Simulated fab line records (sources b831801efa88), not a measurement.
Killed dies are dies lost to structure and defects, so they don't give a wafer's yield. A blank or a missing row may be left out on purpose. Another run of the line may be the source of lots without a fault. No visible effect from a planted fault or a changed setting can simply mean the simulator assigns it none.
Which of the tools did it? | flow sky130 | Sampling: 10 lots, 30 wafers, 6 of 708 route steps

WHAT EACH GAUGE READ, for each wafer
SKY_VIA1_OVL_MEAS_13.
lot  | measured     | on         | VIA1_OVL (nm)
L655 | day 34 18:02 | overlay-01 | -5 -7 0
L656 | day 35 05:59 | overlay-01 | 9 7 19
L661 | day 37 03:08 | overlay-01 | 1 4 9
L665 | day 38 14:01 | overlay-01 | -3 -3 5
L666 | day 38 23:27 | overlay-02 | -6 -1 -7
L669 | day 39 03:13 | overlay-02 | -4 12 5
L667 | day 39 04:40 | overlay-01 | -1 2 1
L671 | day 39 16:59 | overlay-01 | 4 7 3
L672 | day 40 02:29 | overlay-01 | -5 -2 -3
L673 | day 40 12:23 | overlay-02 | 0 -3 -3

SKY_METAL2_RS_MEAS_05: uses a four-point probe to measure.
lot  | measured     | on            | METAL2_ALCU_RS (ohm/sq)
L655 | day 34 19:35 | film-metro-02 | 0.1263 0.1272 0.1270
L656 | day 35 07:31 | film-metro-01 | 0.1257 0.1248 0.1272
L661 | day 37 04:40 | film-metro-03 | 0.1255 0.1257 0.1258
L665 | day 38 15:31 | film-metro-01 | 0.1258 0.1247 0.1344 0.1258 0.1248 0.1347
L666 | day 39 01:17 | film-metro-01 | 0.1265 0.1264 0.1267
L669 | day 39 04:44 | film-metro-03 | 0.1281 0.1295 0.1276
L667 | day 39 06:20 | film-metro-03 | 0.1270 0.1366 0.1263 0.1269 0.1366 0.1264
L671 | day 39 18:42 | film-metro-02 | 0.1263 0.1276 0.1275
L672 | day 40 03:59 | film-metro-01 | 0.1294 0.1301 0.1290
L673 | day 40 13:55 | film-metro-03 | 0.1267 0.1269 0.1269

SKY_METAL2_THK_MEAS_06: measures by xrf.
lot  | measured     | on            | METAL2_ALCU_THK (nm)
L655 | day 34 19:42 | film-metro-02 | 248.6 248.2 247.8
L656 | day 35 07:38 | film-metro-01 | 256.1 256.3 252.7
L661 | day 37 04:47 | film-metro-03 | 252.8 252.5 253.9
L665 | day 38 17:20 | film-metro-01 | 252.9 253.6 239.2 252.1 254.5 238.9
L666 | day 39 01:24 | film-metro-01 | 251.7 251.4 250.0
L669 | day 39 04:51 | film-metro-03 | 247.3 246.2 246.5
L667 | day 39 11:22 | film-metro-03 | 249.9 231.7 251.2 248.0 232.4 247.8
L671 | day 39 18:49 | film-metro-02 | 249.5 245.4 247.7
L672 | day 40 04:06 | film-metro-01 | 248.6 246.7 248.5
L673 | day 40 14:02 | film-metro-03 | 252.5 250.4 250.5

SKY_METAL2_CD_MEAS_15 targets a cd of 140 nm.
lot  | measured     | on        | cd-nm (nm)
L655 | day 35 21:40 | cd-sem-01 | 140.4 139.8 141.8
L656 | day 36 09:37 | cd-sem-02 | 139.0 139.4 138.4
L661 | day 38 06:40 | cd-sem-02 | 141.0 140.3 139.5
L665 | day 39 16:20 | cd-sem-02 | 137.8 138.4 139.2
L666 | day 40 01:59 | cd-sem-01 | 137.4 137.0 137.3
L669 | day 40 05:03 | cd-sem-02 | 138.8 137.9 140.5
L667 | day 40 06:59 | cd-sem-01 | 139.3 137.4 137.9
L671 | day 40 19:31 | cd-sem-02 | 140.1 139.5 139.0
L672 | day 41 04:08 | cd-sem-02 | 141.2 139.8 140.4
L673 | day 41 13:34 | cd-sem-01 | 140.2 138.9 139.1

WHAT TOOL EACH LOT RAN ON (gives the tool, then ch and the chambers of the sampled wafers, and finally the start)
lot  | SKY_VIA1_STRIP_16                    | SKY_METAL2_SPUTTER_02
L655 | plasma-asher-04 ch 0,1, day 34 18:13 | pvd-sputter-01, day 34 19:29
L656 | plasma-asher-02 ch 0,1, day 35 06:06 | pvd-sputter-02, day 35 07:25
L661 | plasma-asher-02 ch 1, day 37 03:16   | pvd-sputter-02, day 37 04:35
L665 | plasma-asher-01 ch 0,1, day 38 14:07 | pvd-sputter-02, day 38 15:24
L666 | plasma-asher-02 ch 0,1, day 38 23:34 | pvd-sputter-03, day 39 01:11
L669 | plasma-asher-01 ch 0,1, day 39 03:19 | pvd-sputter-03, day 39 04:38
L667 | plasma-asher-02 ch 0,1, day 39 04:46 | pvd-sputter-02, day 39 06:14
L671 | plasma-asher-01 ch 0,1, day 39 17:07 | pvd-sputter-01, day 39 18:37
L672 | plasma-asher-04 ch 0,1, day 40 02:37 | pvd-sputter-03, day 40 03:53
L673 | plasma-asher-01 ch 0,1, day 40 12:31 | pvd-sputter-01, day 40 13:49
- SKY_VIA1_STRIP_16: strips in O2/N2.
- SKY_METAL2_SPUTTER_02: material AlCu, target thk 250 nm, time 13.3 s.

WHAT THE TOOLS THEMSELVES READ (means of the sampled wafers that have a number; where no wafer has one, the mark that the record gives instead)
SKY_VIA1_STRIP_16.
lot  | tool            | drypump-motor-current-A (A) | n2-flow-sccm (sccm) | o2-flow-sccm (sccm) | oes-product-au (a.u.) | strip-time-to-endpoint-s (s)
L655 | plasma-asher-04 | 5.5                         | 299.8               | 3008                | 0.419                 | 4.486
L656 | plasma-asher-02 | 5.7                         | 299.4               | 3007                | 0.417                 | 4.464
L661 | plasma-asher-02 | 5.6                         | 299.7               | 3003                | 0.414                 | 4.441
L665 | plasma-asher-01 | 6.1                         | 300.4               | 3003                | 0.416                 | 4.456
L666 | plasma-asher-02 | 5.7                         | 300.9               | 2997                | 0.413                 | 4.450
L669 | plasma-asher-01 | 6.2                         | 299.9               | 2993                | 0.415                 | 4.478
L667 | plasma-asher-02 | 5.7                         | 299.8               | 3004                | 0.416                 | 4.469
L671 | plasma-asher-01 | 6.2                         | 300.9               | 2998                | 0.414                 | 4.445
L672 | plasma-asher-04 | 5.7                         | 299.3               | 3003                | 0.418                 | 4.510
L673 | plasma-asher-01 | 6.2                         | 299.4               | 3002                | 0.414                 | 4.476

SKY_METAL2_SPUTTER_02.
lot  | tool           | throttle-valve-pct (%)
L655 | pvd-sputter-01 | 30.6
L656 | pvd-sputter-02 | 29.8
L661 | pvd-sputter-02 | 30.5
L665 | pvd-sputter-02 | 29.5
L666 | pvd-sputter-03 | 30.9
L669 | pvd-sputter-03 | 29.1
L667 | pvd-sputter-02 | 29.7
L671 | pvd-sputter-01 | 31.4
L672 | pvd-sputter-03 | 29.2
L673 | pvd-sputter-01 | 30.9

THE ANSWER, worked out from the rows above alone
Rule: usual is defined by the lots themselves. Put in order of their means at a reading, lots are off if they are a third of the lots or fewer, leave a main group of 4 or more, and stand apart from it by a gap of 3 or more times the standard deviation of the main group's means; of several such gaps the widest counts. A main group is skipped when, at the precision printed for the reading in the tables above, its means are all equal. A lot without any number at a reading at which 4 lots or more have one is off too. The other lots that the step has rows for count as sound. The gauges are gone through in route order, then the tools' own readings, and for those a lot's mean is taken as printed above. The first step at which some lot is off is used, and at that step the reading that is off furthest; a lot without a number counts as furthest.
No lot is off on any of the readings shown, so nothing can be concluded from this.

WHAT THE SIMULATOR HAD INSERTED
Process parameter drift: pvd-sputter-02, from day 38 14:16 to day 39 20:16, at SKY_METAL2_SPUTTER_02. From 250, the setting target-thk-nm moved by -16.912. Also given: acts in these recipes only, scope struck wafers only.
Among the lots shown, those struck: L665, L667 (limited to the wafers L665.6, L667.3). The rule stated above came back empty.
